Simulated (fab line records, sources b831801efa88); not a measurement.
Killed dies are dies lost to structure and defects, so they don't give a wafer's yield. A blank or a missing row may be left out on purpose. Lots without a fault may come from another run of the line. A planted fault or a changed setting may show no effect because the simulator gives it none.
fab line records | flow gf180mcu
record lots=24 wafers=72 last_day=34
route steps=602 shown SALICIDE@281 M2@363 M3@414 V3@447 V4@494 MIM@503
lots that met no fault: from a run of the same line without faults
start_h: hours from the record's first day to the start of the lot's first wafer shown | wait_h: hours since the lot's step before | " the same as in the row above | L1.1+2: a row that stands for several wafers | - no value, or no start given | * or withheld: withheld | < > ~ a bound
route shown NAME@n: a module of which the file shows steps, and the number in the route of the first | usual: mean/standard deviation of fault-free wafers | same: alike in all rows | chamber/n: place in a boat | sites: the reading at each site | _std_site: their standard deviation | _edge_site: outer sites' mean less inner sites' | radius_mm: how far each site lies from the wafer's centre | mask NAME#n: copy n | behind: the tool/chamber that last shaped the wafer | hold: why the lot was held/for how many hours/how that ended | device: the transistor (n, p or np) that didn't switch | end of line: the same wafers' tests at the end of the route | a step without rows: its recipe alone | killed: dies lost to structure and defects at the first sort, not the wafer's yield | map: a wafer's dies, x killed, . not, _ none there
set.NAME: the setting as run; set.NAME@STEP: as run at that earlier step | model.NAME: the simulator's own value behind a step, which no gauge read
steps of the route over a sample of lots; a table a step, a row a wafer
services: from which hour (start_h, from the record's first day; less than 0 if before it) a tool's chamber was out of use, for how many hours, and why
## steps
# step GF_SALICIDE_SPUTTER_03
# recipe material=TiN target_thk_nm=20 power_w=6500 time_s=16.7 chamber_pressure_pa=0.3935
# usual throttle_valve_pct=30.1/1.2
# columns lot.wafer tool chamber start_h wait_h throttle_valve_pct
L074.2 pvd_sputter-04 - 339.03 0.0 31.0
L074.5 " - " " 29.5
L074.6 " - " " 30.5
L075.3 pvd_sputter-03 - 343.41 0.0 31.4
L075.4 " - " " 30.9
L075.5 " - " " 28.2
L076.2 pvd_sputter-03 - 353.57 0.0 31.1
L076.5 " - " " 30.9
L076.6 " - " " 29.3
L077.1 pvd_sputter-02 - 368.28 0.0 30.8
L077.2 " - " " 31.8
L077.6 " - " " 29.6
L078.1 pvd_sputter-03 - 372.67 0.0 29.3
L078.2 " - " " 31.6
L078.3 " - " " 31.5
L079.2 pvd_sputter-02 - 382.65 0.0 31.9
L079.5 " - " " 29.0
L079.6 " - " " 29.4
L080.1 pvd_sputter-03 - 394.15 0.0 29.0
L080.3 " - " " 28.5
L080.4 " - " " 31.1
L081.1 pvd_sputter-03 - 397.58 0.0 31.6
L081.4 " - " " 31.0
L081.6 " - " " 31.8
L082.3 pvd_sputter-02 - 412.10 0.0 30.6
L082.4 " - " " 31.8
L082.5 " - " " 30.7
L083.1 pvd_sputter-03 - 419.44 0.0 31.1
L083.2 " - " " 28.1
L083.4 " - " " 29.2
L084.1 pvd_sputter-03 - 426.41 0.0 29.4
L084.3 " - " " 31.5
L084.6 " - " " 31.6
L085.3 pvd_sputter-03 - 436.30 0.0 29.3
L085.4 " - " " 31.6
L085.5 " - " " 31.1
L086.1 pvd_sputter-02 - 448.20 0.0 31.7
L086.2 " - " " 29.1
L086.6 " - " " 31.5
L087.3 pvd_sputter-03 - 451.80 0.0 29.2
L087.4 " - " " 31.1
L087.5 " - " " 28.3
L088.1 pvd_sputter-03 - 457.14 0.0 31.1
L088.2 " - " " 29.4
L088.6 " - " " 31.3
L089.3 pvd_sputter-03 - 471.71 0.0 29.3
L089.4 " - " " 31.7
L089.5 " - " " 28.4
L090.1 pvd_sputter-03 - 480.31 0.0 31.8
L090.3 " - " " 28.4
L090.6 " - " " 31.6
L091.1 pvd_sputter-02 - 485.41 0.0 29.7
L091.2 " - " " 31.4
L091.5 " - " " 29.7
L092.3 pvd_sputter-03 - 492.23 0.0 28.5
L092.5 " - " " 29.2
L092.6 " - " " 28.4
L093.1 pvd_sputter-03 - 501.17 0.0 28.6
L093.2 " - " " 31.2
L093.5 " - " " 28.3
L094.2 pvd_sputter-04 - 517.38 0.0 29.3
L094.3 " - " " 31.1
L094.6 " - " " 29.4
L095.2 pvd_sputter-03 - 517.66 0.0 31.0
L095.4 " - " " 29.2
L095.5 " - " " 29.3
L096.2 pvd_sputter-04 - 525.96 0.0 31.0
L096.3 " - " " 29.6
L096.6 " - " " 30.3
L097.2 pvd_sputter-04 - 530.32 0.0 30.9
L097.5 " - " " 29.2
L097.6 " - " " 29.4
# step GF_M2_SPUTTER_01
# recipe material=TiN target_thk_nm=30 power_w=6500 time_s=25 chamber_pressure_pa=0.4
# usual throttle_valve_pct=30.1/1
# columns lot.wafer tool chamber start_h wait_h throttle_valve_pct
L074.2 pvd_sputter-04 - 411.48 0.1 29.4
L074.5 " - " " 29.2
L074.6 " - " " 29.6
L075.3 pvd_sputter-04 - 416.65 0.1 31.0
L075.4 " - " " 29.2
L075.5 " - " " 30.5
L076.2 pvd_sputter-04 - 428.42 0.1 30.3
L076.5 " - " " 29.5
L076.6 " - " " 30.0
L077.1 pvd_sputter-03 - 444.26 0.1 31.6
L077.2 " - " " 29.4
L077.6 " - " " 31.1
L078.1 pvd_sputter-02 - 449.55 0.1 29.2
L078.2 " - " " 31.9
L078.3 " - " " 29.9
L079.2 pvd_sputter-04 - 458.74 0.1 30.6
L079.5 " - " " 30.3
L079.6 " - " " 29.2
L080.1 pvd_sputter-04 - 472.40 0.1 30.5
L080.3 " - " " 30.7
L080.4 " - " " 29.6
L081.1 pvd_sputter-02 - 475.28 0.1 31.7
L081.4 " - " " 30.8
L081.6 " - " " 29.9
L082.3 pvd_sputter-04 - 490.20 0.1 30.6
L082.4 " - " " 29.3
L082.5 " - " " 29.7
L083.1 pvd_sputter-04 - 497.31 0.1 29.4
L083.2 " - " " 30.2
L083.4 " - " " 30.6
L084.1 pvd_sputter-03 - 504.67 0.1 31.4
L084.3 " - " " 31.1
L084.6 " - " " 28.5
L085.3 pvd_sputter-03 - 513.64 0.1 29.1
L085.4 " - " " 28.1
L085.5 " - " " 28.2
L086.1 pvd_sputter-03 - 525.90 0.1 31.5
L086.2 " - " " 31.5
L086.6 " - " " 31.6
L087.3 pvd_sputter-04 - 529.05 0.1 29.2
L087.4 " - " " 30.7
L087.5 " - " " 30.8
L088.1 pvd_sputter-03 - 532.87 0.1 31.7
L088.2 " - " " 29.6
L088.6 " - " " 31.2
L089.3 pvd_sputter-04 - 548.48 0.1 29.1
L089.4 " - " " 30.1
L089.5 " - " " 30.2
L090.1 pvd_sputter-04 - 554.73 0.1 30.7
L090.3 " - " " 30.1
L090.6 " - " " 31.0
L091.1 pvd_sputter-02 - 560.57 0.1 30.7
L091.2 " - " " 29.7
L091.5 " - " " 30.3
L092.3 pvd_sputter-03 - 566.45 0.1 31.1
L092.5 " - " " 28.9
L092.6 " - " " 30.8
L093.1 pvd_sputter-03 - 574.67 0.1 31.2
L093.2 " - " " 31.5
L093.5 " - " " 31.2
L094.2 pvd_sputter-02 - 590.76 0.1 29.6
L094.3 " - " " 30.5
L094.6 " - " " 29.5
L095.2 pvd_sputter-03 - 591.00 0.1 31.3
L095.4 " - " " 28.4
L095.5 " - " " 28.4
L096.2 pvd_sputter-04 - 600.62 0.1 29.6
L096.3 " - " " 31.0
L096.6 " - " " 30.7
L097.2 pvd_sputter-03 - 601.76 0.1 28.3
L097.5 " - " " 29.4
L097.6 " - " " 28.3
# step GF_M3_RS_MEAS_05
# recipe thk_meas_gauge=four-point-probe reads=TiN_of_M3_SPUTTER_04+Ti_of_M3_SPUTTER_03+AlCu_of_M3_SPUTTER_02+TiN_of_M3_SPUTTER_01+Ti_of_M3_SPUTTER_00
# usual M3_ALCU_RS=0.0695/0.00068
# columns lot.wafer tool chamber start_h wait_h M3_ALCU_RS[ohm/sq]
L074.2 film_metro-01 - 462.95 0.0 0.0698
L074.5 " - " " 0.0689
L074.6 " - " " 0.0689
L075.3 film_metro-01 - 468.21 0.1 0.0705
L075.4 " - " " 0.0700
L075.5 " - " " 0.0693
L076.2 film_metro-02 - 480.30 0.0 0.0698
L076.5 " - " " 0.0698
L076.6 " - " " 0.0705
L077.1 film_metro-02 - 496.12 0.0 0.0696
L077.2 " - " " 0.0697
L077.6 " - " " 0.0702
L078.1 film_metro-01 - 501.38 0.0 0.0691
L078.2 " - " " 0.0695
L078.3 " - " " 0.0697
L079.2 film_metro-01 - 509.00 0.0 0.0707
L079.5 " - " " 0.0702
L079.6 " - " " 0.0691
L080.1 film_metro-03 - 522.72 0.0 0.0676
L080.3 " - " " 0.0685
L080.4 " - " " 0.0691
L081.1 film_metro-03 - 524.95 0.0 0.0692
L081.4 " - " " 0.0701
L081.6 " - " " 0.0694
L082.3 film_metro-03 - 540.92 0.1 0.0689
L082.4 " - " " 0.0702
L082.5 " - " " 0.0687
L083.1 film_metro-01 - 547.58 0.0 0.0701
L083.2 " - " " 0.0693
L083.4 " - " " 0.0687
L084.1 film_metro-01 - 553.10 0.0 0.0693
L084.3 " - " " 0.0693
L084.6 " - " " 0.0698
L085.3 film_metro-03 - 563.25 0.1 0.0701
L085.4 " - " " 0.0710
L085.5 " - " " 0.0698
L086.1 film_metro-02 - 573.05 0.0 0.0697
L086.2 " - " " 0.0693
L086.6 " - " " 0.0699
L087.3 film_metro-03 - 576.11 0.1 0.0703
L087.4 " - " " 0.0712
L087.5 " - " " 0.0719
L088.1 film_metro-02 - 581.24 0.0 0.0696
L088.2 " - " " 0.0701
L088.6 " - " " 0.0699
L089.3 film_metro-01 - 595.22 0.1 0.0716
L089.4 " - " " 0.0707
L089.5 " - " " 0.0694
L090.1 film_metro-03 - 601.58 0.0 0.0696
L090.3 " - " " 0.0694
L090.6 " - " " 0.0697
L091.1 film_metro-03 - 606.33 0.0 0.0685
L091.2 " - " " 0.0692
L091.5 " - " " 0.0687
L092.3 film_metro-02 - 610.91 0.1 0.0699
L092.5 " - " " 0.0692
L092.6 " - " " 0.0700
L093.1 film_metro-01 - 622.89 0.0 0.0686
L093.2 " - " " 0.0688
L093.5 " - " " 0.0690
L094.2 film_metro-01 - 633.84 0.0 0.0696
L094.3 " - " " 0.0694
L094.6 " - " " 0.0695
L095.2 film_metro-01 - 635.09 0.0 0.0690
L095.4 " - " " 0.0691
L095.5 " - " " 0.0686
L096.2 film_metro-01 - 644.55 0.0 0.0692
L096.3 " - " " 0.0702
L096.6 " - " " 0.0697
L097.2 film_metro-03 - 647.17 0.0 0.0698
L097.5 " - " " 0.0695
L097.6 " - " " 0.0703
# step GF_V3_STRIP_18
# recipe chemistry=O2/N2 power_w=1400 pressure_mtorr=1500 platen_temp_c=250 o2_flow_sccm=3000 n2_flow_sccm=300 overash_fraction=0.5
# usual drypump_motor_current_A=5.3/0.38 heater_power_w=331/18 oes_product_au=0.593/0.0047
# columns lot.wafer tool chamber start_h wait_h drypump_motor_current_A heater_power_w oes_product_au rf_hours_counter_h
L074.2 plasma_asher-03 0 511.32 - 5.2 316 0.593 77
L074.5 " 1 " " 5.4 316 0.601 -
L074.6 " 0 " " 5.2 311 0.599 -
L075.3 plasma_asher-04 0 516.86 - 4.8 347 0.597 -
L075.4 " 1 " " 6.0 346 0.593 -
L075.5 " 1 " " 6.0 346 0.582 -
L076.2 plasma_asher-04 1 528.54 - 6.1 341 0.601 43
L076.5 " 1 " " 6.0 346 0.595 -
L076.6 " 0 " " 4.8 354 0.597 -
L077.1 plasma_asher-01 1 543.77 - 5.3 312 0.595 83
L077.2 " 0 " " 5.1 344 0.593 83
L077.6 " 0 " " 5.1 347 0.592 -
L078.1 plasma_asher-03 1 549.29 - 5.4 304 0.594 81
L078.2 " 0 " " 5.2 315 0.600 81
L078.3 " 0 " " 5.2 319 0.604 -
L079.2 plasma_asher-04 1 556.57 - 6.0 354 0.595 46
L079.5 " 0 " " 4.8 354 0.596 -
L079.6 " 1 " " 6.0 346 0.586 -
L080.1 plasma_asher-04 0 570.56 - 4.9 354 0.590 48
L080.3 " 1 " " 6.0 348 0.598 -
L080.4 " 0 " " 4.9 357 0.595 -
L081.1 plasma_asher-04 0 571.27 - 4.8 342 0.600 48
L081.4 " 0 " " 4.8 349 0.586 -
L081.6 " 1 " " 6.1 353 0.592 -
L082.3 plasma_asher-04 0 586.77 - 4.9 348 0.595 -
L082.4 " 1 " " 6.0 355 0.603 -
L082.5 " 0 " " 4.8 349 0.599 -
L083.1 plasma_asher-04 1 592.74 - 6.1 352 0.587 51
L083.2 " 0 " " 4.8 348 0.585 51
L083.4 " 1 " " 6.1 347 0.592 -
L084.1 plasma_asher-01 1 598.09 - 5.3 317 0.592 91
L084.3 " 1 " " 5.3 319 0.587 -
L084.6 " 0 " " 5.1 331 0.601 -
L085.3 plasma_asher-03 1 607.42 - 5.4 319 0.601 -
L085.4 " 0 " " 5.2 322 0.594 -
L085.5 " 1 " " 5.4 317 0.599 -
L086.1 plasma_asher-03 1 620.13 - 5.4 311 0.586 87
L086.2 " 0 " " 5.2 314 0.596 87
L086.6 " 0 " " 5.2 322 0.588 -
L087.3 plasma_asher-01 0 621.76 - 5.1 336 0.592 -
L087.4 " 1 " " 5.3 319 0.586 -
L087.5 " 0 " " 5.1 337 0.595 -
L088.1 plasma_asher-01 0 625.44 - 5.1 339 0.591 93
L088.2 " 1 " " 5.3 325 0.590 93
L088.6 " 0 " " 5.1 348 0.594 -
L089.3 plasma_asher-01 0 638.21 - 5.1 341 0.588 -
L089.4 " 1 " " 5.3 316 0.593 -
L089.5 " 0 " " 5.2 345 0.600 -
L090.1 plasma_asher-03 0 644.43 - 5.2 313 0.588 90
L090.3 " 1 " " 5.4 318 0.588 -
L090.6 " 0 " " 5.2 321 0.599 -
L091.1 plasma_asher-03 1 649.02 - 5.4 314 0.594 90
L091.2 " 0 " " 5.2 311 0.588 90
L091.5 " 1 " " 5.4 307 0.598 -
L092.3 plasma_asher-03 0 652.78 - 5.2 318 0.594 -
L092.5 " 1 " " 5.4 314 0.590 -
L092.6 " 0 " " 5.2 319 0.599 -
L093.1 plasma_asher-03 0 663.93 - 5.2 316 0.591 92
L093.2 " 1 " " 5.4 322 0.588 92
L093.5 " 1 " " 5.4 314 0.595 -
L094.2 plasma_asher-04 0 674.60 - 4.8 353 0.592 59
L094.3 " 1 " " 6.0 352 0.594 -
L094.6 " 0 " " 4.8 344 0.593 -
L095.2 plasma_asher-01 1 675.89 - 5.3 315 0.599 98
L095.4 " 0 " " 5.2 336 0.598 -
L095.5 " 1 " " 5.3 314 0.592 -
L096.2 plasma_asher-04 0 684.71 - 4.8 344 0.594 60
L096.3 " 0 " " 4.9 353 0.595 -
L096.6 " 1 " " 6.0 362 0.591 -
L097.2 plasma_asher-03 0 686.04 - 5.2 316 0.589 94
L097.5 " 1 " " 5.4 310 0.586 -
L097.6 " 0 " " 5.2 307 0.598 -
# step GF_V4_STRIP_18
# recipe chemistry=O2/N2 power_w=1400 pressure_mtorr=1500 platen_temp_c=250 o2_flow_sccm=3000 n2_flow_sccm=300 overash_fraction=0.544
# usual drypump_motor_current_A=5.7/0.61 heater_power_w=333/23 oes_product_au=0.593/0.0047
# columns lot.wafer tool chamber start_h wait_h drypump_motor_current_A heater_power_w oes_product_au rf_hours_counter_h
L074.2 plasma_asher-04 0 559.34 - 4.9 367 0.589 46
L074.5 " 1 " " 6.0 352 0.591 -
L074.6 " 0 " " 4.9 351 0.589 -
L075.3 plasma_asher-04 0 564.75 - 4.8 355 0.596 -
L075.4 " 1 " " 6.0 344 0.584 -
L075.5 " 0 " " 4.8 348 0.595 -
L076.2 plasma_asher-02 1 575.91 - 6.1 288 0.594 14
L076.5 " 0 " " 6.5 321 0.597 -
L076.6 " 1 " " 6.1 293 0.595 -
L077.1 plasma_asher-03 1 591.22 - 5.4 307 0.597 84
L077.2 " 0 " " 5.2 314 0.597 84
L077.6 " 0 " " 5.2 320 0.589 -
L078.1 plasma_asher-02 0 596.00 - 6.5 329 0.589 16
L078.2 " 1 " " 6.1 296 0.588 16
L078.3 " 1 " " 6.1 302 0.594 -
L079.2 plasma_asher-04 0 602.57 - 4.9 357 0.596 52
L079.5 " 0 " " 4.9 357 0.605 -
L079.6 " 1 " " 6.1 341 0.592 -
L080.1 plasma_asher-04 0 616.36 - 4.8 362 0.587 53
L080.3 " 1 " " 6.0 346 0.592 -
L080.4 " 0 " " 4.9 349 0.599 -
L081.1 plasma_asher-04 1 619.42 - 6.0 352 0.587 53
L081.4 " 1 " " 6.0 356 0.588 -
L081.6 " 1 " " 6.0 354 0.595 -
L082.3 plasma_asher-04 0 629.71 - 4.8 351 0.598 -
L082.4 " 1 " " 6.1 356 0.599 -
L082.5 " 0 " " 4.8 347 0.595 -
L083.1 plasma_asher-02 1 637.82 - 6.1 291 0.588 21
L083.2 " 0 " " 6.5 324 0.584 21
L083.4 " 1 " " 6.1 290 0.591 -
L084.1 plasma_asher-04 1 644.42 - 6.0 351 0.599 55
L084.3 " 1 " " 6.1 362 0.595 -
L084.6 " 0 " " 4.9 355 0.590 -
L085.3 plasma_asher-04 0 651.25 - 4.9 353 0.597 -
L085.4 " 1 " " 6.0 349 0.593 -
L085.5 " 0 " " 4.9 343 0.592 -
L086.1 plasma_asher-04 0 662.03 - 4.9 345 0.591 57
L086.2 " 1 " " 6.1 348 0.586 57
L086.6 " 0 " " 4.8 354 0.591 -
L087.3 plasma_asher-02 1 664.61 - 6.1 294 0.597 -
L087.4 " 0 " " 6.5 315 0.591 -
L087.5 " 0 " " 6.5 335 0.589 -
L088.1 plasma_asher-03 0 668.79 - 5.2 312 0.599 93
L088.2 " 1 " " 5.4 300 0.595 93
L088.6 " 0 " " 5.2 319 0.594 -
L089.3 plasma_asher-04 1 679.64 - 6.0 354 0.594 -
L089.4 " 0 " " 4.8 352 0.594 -
L089.5 " 0 " " 4.8 348 0.600 -
L090.1 plasma_asher-02 0 686.22 - 6.5 325 0.591 26
L090.3 " 1 " " 6.1 291 0.596 -
L090.6 " 1 " " 6.1 294 0.592 -
L091.1 plasma_asher-04 0 691.85 - 4.8 351 0.603 61
L091.2 " 1 " " 6.1 347 0.598 61
L091.5 " 0 " " 4.8 348 0.593 -
L092.3 plasma_asher-02 1 693.80 - 6.1 289 0.594 -
L092.5 " 0 " " 6.5 313 0.591 -
L092.6 " 1 " " 6.1 291 0.596 -
L093.1 plasma_asher-04 0 704.82 - 4.9 351 0.580 62
L093.2 " 1 " " 6.1 354 0.591 62
L093.5 " 1 " " 6.1 339 0.595 -
L094.2 plasma_asher-03 1 714.62 - 5.4 310 0.598 97
L094.3 " 0 " " 5.2 310 0.590 -
L094.6 " 1 " " 5.4 315 0.596 -
L095.2 plasma_asher-04 0 716.18 - 4.8 351 0.597 63
L095.4 " 0 " " 4.9 358 0.593 -
L095.5 " 0 " " 4.8 354 0.603 -
L096.2 plasma_asher-02 1 724.93 - 6.1 283 0.586 30
L096.3 " 1 " " 6.1 298 0.589 -
L096.6 " 1 " " 6.1 295 0.589 -
L097.2 plasma_asher-03 1 726.17 - 5.4 313 0.589 99
L097.5 " 0 " " 5.3 316 0.592 -
L097.6 " 1 " " 5.4 309 0.579 -
# step GF_MIM_SPUTTER_00
# recipe material=Ti target_thk_nm=37.5 arriving_ion_energy_ev=80 substrate_temp_c=200 chamber_pressure_pa=2 power_w=4000 time_s=150
# usual throttle_valve_pct=30.3/0.81
# columns lot.wafer tool chamber start_h wait_h throttle_valve_pct
L074.2 pvd_sputter-01 - 560.58 0.1 30.5
L074.5 " - " " 31.6
L074.6 " - " " 31.2
L075.3 pvd_sputter-02 - 565.95 0.2 29.2
L075.4 " - " " 31.8
L075.5 " - " " 29.2
L076.2 pvd_sputter-04 - 577.14 0.1 30.6
L076.5 " - " " 29.4
L076.6 " - " " 30.2
L077.1 pvd_sputter-01 - 592.46 0.1 29.8
L077.2 " - " " 30.7
L077.6 " - " " 31.0
L078.1 pvd_sputter-04 - 600.16 0.2 29.5
L078.2 " - " " 30.9
L078.3 " - " " 29.5
L079.2 pvd_sputter-02 - 603.80 0.1 29.8
L079.5 " - " " 31.6
L079.6 " - " " 29.8
L080.1 pvd_sputter-01 - 617.63 0.1 31.6
L080.3 " - " " 29.3
L080.4 " - " " 30.6
L081.1 pvd_sputter-02 - 620.65 0.2 29.7
L081.4 " - " " 31.7
L081.6 " - " " 29.6
L082.3 pvd_sputter-04 - 630.91 0.1 30.8
L082.4 " - " " 30.3
L082.5 " - " " 30.7
L083.1 pvd_sputter-01 - 639.06 0.2 30.7
L083.2 " - " " 31.4
L083.4 " - " " 31.1
L084.1 pvd_sputter-01 - 645.65 0.2 31.1
L084.3 " - " " 31.1
L084.6 " - " " 31.3
L085.3 pvd_sputter-02 - 652.45 0.2 30.5
L085.4 " - " " 31.8
L085.5 " - " " 29.2
L086.1 pvd_sputter-04 - 663.27 0.1 30.6
L086.2 " - " " 29.2
L086.6 " - " " 30.4
L087.3 pvd_sputter-01 - 665.83 0.2 31.4
L087.4 " - " " 31.0
L087.5 " - " " 30.9
L088.1 pvd_sputter-04 - 672.39 0.2 29.3
L088.2 " - " " 30.2
L088.6 " - " " 29.3
L089.3 pvd_sputter-02 - 680.84 0.1 29.5
L089.4 " - " " 29.2
L089.5 " - " " 30.7
L090.1 pvd_sputter-02 - 687.74 0.2 31.7
L090.3 " - " " 29.9
L090.6 " - " " 28.9
L091.1 pvd_sputter-01 - 693.19 0.2 31.5
L091.2 " - " " 31.1
L091.5 " - " " 29.4
L092.3 pvd_sputter-02 - 694.99 0.1 29.6
L092.5 " - " " 30.3
L092.6 " - " " 31.6
L093.1 pvd_sputter-04 - 706.05 0.2 31.1
L093.2 " - " " 29.5
L093.5 " - " " 29.4
L094.2 pvd_sputter-01 - 715.86 0.2 31.6
L094.3 " - " " 30.7
L094.6 " - " " 31.2
L095.2 pvd_sputter-01 - 717.40 0.2 31.1
L095.4 " - " " 30.6
L095.5 " - " " 29.5
L096.2 pvd_sputter-04 - 726.21 0.2 29.6
L096.3 " - " " 29.5
L096.6 " - " " 29.2
L097.2 pvd_sputter-04 - 727.40 0.2 29.3
L097.5 " - " " 29.6
L097.6 " - " " 30.2
## services
# columns tool chamber start_h hours kind
pvd_sputter-02 - 325.88 1.8 repair
pvd_sputter-03 - 357.40 3.0 repair
pvd_sputter-01 - 362.26 17.5 repair
plasma_asher-02 - 368.39 10.8 repair
plasma_asher-01 - 371.61 14.6 pm
pvd_sputter-04 - 380.46 0.7 repair
plasma_asher-01 - 387.41 2.8 pm
pvd_sputter-02 - 391.32 5.3 repair
plasma_asher-04 - 391.37 2.6 repair
pvd_sputter-04 - 417.04 0.9 repair
plasma_asher-02 - 421.25 9.0 pm
pvd_sputter-02 - 455.40 2.2 repair
pvd_sputter-02 - 466.03 2.0 repair
plasma_asher-03 - 502.80 1.2 repair
plasma_asher-02 - 503.56 2.8 pm
plasma_asher-04 - 506.65 3.9 repair
plasma_asher-01 - 509.49 2.5 repair
pvd_sputter-02 - 525.45 3.6 repair
pvd_sputter-02 - 527.63 2.9 repair
plasma_asher-03 - 555.79 17.4 repair
plasma_asher-02 - 558.28 14.6 pm
pvd_sputter-02 - 626.63 2.1 repair
pvd_sputter-02 - 664.55 3.9 repair
pvd_sputter-02 - 722.40 2.6 repair
## key
fault none
